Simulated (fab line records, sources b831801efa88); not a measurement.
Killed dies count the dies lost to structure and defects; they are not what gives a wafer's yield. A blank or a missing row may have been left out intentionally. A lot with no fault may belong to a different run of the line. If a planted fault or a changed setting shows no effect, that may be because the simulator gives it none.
What tool caused it? / flow gf180mcu / Sampling: 14 lots, 42 wafers, 4 of 602 route steps

== WHAT EACH GAUGE READ, for each wafer ==
GF_V2_BOW_MEAS_05.
lot=L815; measured=day 19 09:31; on=film-metro-01; V2_BOW (um)=84 87 92
lot=L816; measured=day 19 18:50; on=film-metro-03; V2_BOW (um)=113 105 100
lot=L818; measured=day 20 10:45; on=film-metro-04; V2_BOW (um)=97 101 103
lot=L820; measured=day 21 10:01; on=film-metro-03; V2_BOW (um)=109 96 100
lot=L822; measured=day 21 20:26; on=film-metro-03; V2_BOW (um)=102 105 99
lot=L823; measured=day 22 09:32; on=film-metro-01; V2_BOW (um)=89 84 86
lot=L824; measured=day 22 20:03; on=film-metro-01; V2_BOW (um)=102 106 101
lot=L825; measured=day 23 04:08; on=film-metro-03; V2_BOW (um)=99 99 102
lot=L828; measured=day 24 05:23; on=film-metro-03; V2_BOW (um)=95 101 96
lot=L830; measured=day 24 18:03; on=film-metro-01; V2_BOW (um)=96 93 100
lot=L833; measured=day 25 21:41; on=film-metro-04; V2_BOW (um)=99 98 85
lot=L835; measured=day 26 08:14; on=film-metro-03; V2_BOW (um)=106 110 98
lot=L836; measured=day 26 16:48; on=film-metro-01; V2_BOW (um)=89 96 97
lot=L837; measured=day 26 18:41; on=film-metro-03; V2_BOW (um)=87 86 95

GF_V2_OVL_MEAS_15.
lot=L815; measured=day 20 10:16; on=overlay-01; V2_OVL (nm)=3 -6 3
lot=L816; measured=day 20 19:07; on=overlay-02; V2_OVL (nm)=-8 -13 -5
lot=L818; measured=day 21 10:43; on=overlay-01; V2_OVL (nm)=1 2 -3
lot=L820; measured=day 22 10:10; on=overlay-02; V2_OVL (nm)=5 -7 4
lot=L822; measured=day 22 19:37; on=overlay-02; V2_OVL (nm)=5 -9 2
lot=L823; measured=day 23 08:50; on=overlay-01; V2_OVL (nm)=-2 8 6
lot=L824; measured=day 23 18:51; on=overlay-01; V2_OVL (nm)=7 -14 -5
lot=L825; measured=day 24 02:25; on=overlay-02; V2_OVL (nm)=3 0 -3
lot=L828; measured=day 25 03:02; on=overlay-01; V2_OVL (nm)=-1 -10 -6
lot=L830; measured=day 25 15:37; on=overlay-01; V2_OVL (nm)=4 4 -10
lot=L833; measured=day 26 19:13; on=overlay-02; V2_OVL (nm)=-8 0 -4
lot=L835; measured=day 27 05:01; on=overlay-01; V2_OVL (nm)=6 11 6
lot=L836; measured=day 27 13:30; on=overlay-01; V2_OVL (nm)=-18 -12 -6
lot=L837; measured=day 27 14:55; on=overlay-01; V2_OVL (nm)=-5 -3 -4

GF_M3_THK_MEAS_06: measures by xrf.
lot=L815; measured=day 20 12:00; on=film-metro-02; M3_ALCU_THK (nm)=439 444 444
lot=L816; measured=day 20 20:52; on=film-metro-04; M3_ALCU_THK (nm)=456 443 456
lot=L818; measured=day 21 12:44; on=film-metro-02; M3_ALCU_THK (nm)=445 456 451
lot=L820; measured=day 22 11:54; on=film-metro-02; M3_ALCU_THK (nm)=458 445 452
lot=L822; measured=day 22 21:22; on=film-metro-02; M3_ALCU_THK (nm)=454 456 448
lot=L823; measured=day 23 10:38; on=film-metro-02; M3_ALCU_THK (nm)=447 459 461
lot=L824; measured=day 23 20:35; on=film-metro-04; M3_ALCU_THK (nm)=453 448 450
lot=L825; measured=day 24 04:09; on=film-metro-02; M3_ALCU_THK (nm)=449 446 446
lot=L833; measured=day 26 20:57; on=film-metro-01; M3_ALCU_THK (nm)=454 454 449
lot=L835; measured=day 27 06:44; on=film-metro-01; M3_ALCU_THK (nm)=443 447 448
lot=L836; measured=day 27 15:14; on=film-metro-02; M3_ALCU_THK (nm)=456 452 454
lot=L837; measured=day 27 16:44; on=film-metro-04; M3_ALCU_THK (nm)=458 459 450

== WHICH TOOL RAN EACH LOT (tool, then ch and the chambers of the sampled wafers, then the start) ==
lot=L815; GF_V2_CMP_26=cmp-01 ch 0,2,3, day 20 11:21
lot=L816; GF_V2_CMP_26=cmp-01 ch 2,3, day 20 20:15
lot=L818; GF_V2_CMP_26=cmp-01 ch 1,2,3, day 21 12:05
lot=L820; GF_V2_CMP_26=cmp-02 ch 0,1,3, day 22 11:21
lot=L822; GF_V2_CMP_26=cmp-01 ch 0,1,3, day 22 20:46
lot=L823; GF_V2_CMP_26=cmp-02 ch 2,3, day 23 09:59
lot=L824; GF_V2_CMP_26=cmp-01 ch 0,1,3, day 23 20:02
lot=L825; GF_V2_CMP_26=cmp-02 ch 0,1, day 24 03:33
lot=L828; GF_V2_CMP_26=cmp-02 ch 0,2, day 25 04:08
lot=L830; GF_V2_CMP_26=cmp-02 ch 1,2,3, day 25 16:45
lot=L833; GF_V2_CMP_26=cmp-01 ch 1,2,3, day 26 20:24
lot=L835; GF_V2_CMP_26=cmp-01 ch 2,3, day 27 06:06
lot=L836; GF_V2_CMP_26=cmp-01 ch 0,1, day 27 14:35
lot=L837; GF_V2_CMP_26=cmp-01 ch 0,1,2, day 27 16:05
- GF_V2_CMP_26: polishes, stops on SiO2, t overpolish 15 s, target thk 0 nm.

== WHAT THE TOOLS THEMSELVES READ (means of the sampled wafers that have a number; where no wafer has one, the mark that the record gives instead) ==
GF_V2_CMP_26.
lot=L815; tool=cmp-01; motor-current-A (A)=10.6; overpolish-run-s (s)=15.002; slurry-flow-ml-min=150.2; time-to-endpoint-s (s)=85
lot=L816; tool=cmp-01; motor-current-A (A)=10.8; overpolish-run-s (s)=14.994; slurry-flow-ml-min=149.7; time-to-endpoint-s (s)=85
lot=L818; tool=cmp-01; motor-current-A (A)=11.4; overpolish-run-s (s)=15.009; slurry-flow-ml-min=149.8; time-to-endpoint-s (s)=86
lot=L820; tool=cmp-02; motor-current-A (A)=10.1; overpolish-run-s (s)=15.004; slurry-flow-ml-min=149.8; time-to-endpoint-s (s)=86
lot=L822; tool=cmp-01; motor-current-A (A)=11.5; overpolish-run-s (s)=14.996; slurry-flow-ml-min=150.0; time-to-endpoint-s (s)=80
lot=L823; tool=cmp-02; motor-current-A (A)=11.6; overpolish-run-s (s)=15.003; slurry-flow-ml-min=149.7; time-to-endpoint-s (s)=86
lot=L824; tool=cmp-01; motor-current-A (A)=11.8; overpolish-run-s (s)=15.005; slurry-flow-ml-min=150.3; time-to-endpoint-s (s)=85
lot=L825; tool=cmp-02; motor-current-A (A)=9.5; overpolish-run-s (s)=14.986; slurry-flow-ml-min=150.3; time-to-endpoint-s (s)=87
lot=L828; tool=cmp-02; motor-current-A (A)=10.6; overpolish-run-s (s)=0.038; slurry-flow-ml-min=149.5; time-to-endpoint-s (s)=128
lot=L830; tool=cmp-02; motor-current-A (A)=10.9; overpolish-run-s (s)=0.036; slurry-flow-ml-min=149.8; time-to-endpoint-s (s)=130
lot=L833; tool=cmp-01; motor-current-A (A)=11.2; overpolish-run-s (s)=14.999; slurry-flow-ml-min=150.3; time-to-endpoint-s (s)=84
lot=L835; tool=cmp-01; motor-current-A (A)=10.4; overpolish-run-s (s)=15.001; slurry-flow-ml-min=150.3; time-to-endpoint-s (s)=87
lot=L836; tool=cmp-01; motor-current-A (A)=12.4; overpolish-run-s (s)=14.997; slurry-flow-ml-min=150.2; time-to-endpoint-s (s)=89
lot=L837; tool=cmp-01; motor-current-A (A)=11.2; overpolish-run-s (s)=15.003; slurry-flow-ml-min=149.6; time-to-endpoint-s (s)=87

== THE ANSWER, worked out from the rows above alone ==
Rule: what is usual is taken from the lots themselves. Put in order of their means at a reading, lots are off if they are a third of the lots or fewer, leave a main group of 4 or more, and stand apart from it by a gap of 3 or more times the standard deviation of the main group's means; of several such gaps the widest counts. A main group whose means are all the same, to the digits that the tables above print for the reading, isn't used. A lot without any number at a reading at which 4 lots or more have one is off too. Where the step has rows for the other lots, those lots are counted as sound. The gauges are gone through in route order, then the tools' own readings, and for those a lot's mean is taken as printed above. The first step at which some lot is off is used, and at that step the reading that is off furthest; a lot without a number counts as furthest.
Off, at GF_V2_CMP_26 on overpolish-run-s: L828, L830. The main group has a mean of 15.000 s with a standard deviation of 0.0058.
A tool fits if, at that step or a process step before it, it ran every lot that is off, and no sound lot after the first of them. One fits: cmp-02 at GF_V2_CMP_26. A fault onset in the window from L825 (day 24 03:33, its last sound lot) to L828 (day 25 04:08, its first lot off) fits.
The tool's own readings at GF_V2_CMP_26 bear it out: on the lots that are off they differ by more than 5 times the standard deviation of the sound lots' means. overpolish-run-s reads 0.037 s there against 15.000 s on the sound lots; time-to-endpoint-s reads 129 s there against 86 s on the sound lots.

== WHAT THE SIMULATOR PUT IN ==
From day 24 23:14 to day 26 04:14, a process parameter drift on cmp-02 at GF_V2_CMP_26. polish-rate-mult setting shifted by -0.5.
Struck lots among those shown: L828, L830. The rule above reached the same finding.
